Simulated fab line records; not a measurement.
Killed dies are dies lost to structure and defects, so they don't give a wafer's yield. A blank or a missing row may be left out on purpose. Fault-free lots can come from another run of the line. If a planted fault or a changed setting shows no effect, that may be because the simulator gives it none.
Chamber matching -- flow gf180mcu -- GF_V4_CVD_02 on pecvd-04 has 3 sister chambers
The step deposits SiO2 from TEOS, target thk 850 nm, time 94.851 s. 6 wafers are shown with their chamber, then 8 later ones without.

== WAFERS, EACH WITH ITS CHAMBER ==
wafer,chamber,heaterPowerW (W)
L505.6,0,658
L516.4,0,588
L516.6,1,722
L517.2,1,690
L517.4,2,760
L523.1,2,746

== WAFERS WITHOUT THEIR CHAMBER ==
wafer,heaterPowerW (W)
L523.2,559
L523.4,619
L524.1,587
L524.3,618
L524.5,627
L528.1,564
L528.4,710
L528.5,621

== WHICH CHAMBER EACH WENT THROUGH ==
wafer,from the rows above,in truth
L523.2,0,0
L523.4,0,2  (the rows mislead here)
L524.1,0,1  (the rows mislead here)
L524.3,0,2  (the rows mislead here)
L524.5,0,0
L528.1,0,0
L528.4,can't be placed: 1 or 2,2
L528.5,0,0
Correct placement for 4 of the 8. Can't be placed from these rows: 1 (the true chamber is among the candidates in 1). Wrongly placed: 3.
How it was worked out, from the rows above alone: a wafer's distance from a chamber is the root of the sum, over the readings, of the square of ((its reading less the chamber's mean) divided by the reading's scatter). If the next closest chamber is less than 2 further off than the closest, the wafer can't be placed; otherwise it belongs to the closest. A chamber's mean is the mean of its shown wafers. The scatter: take each reading less its chamber's mean, square it, sum over the shown wafers, divide by the number of wafers less the number of chambers, and take the root.
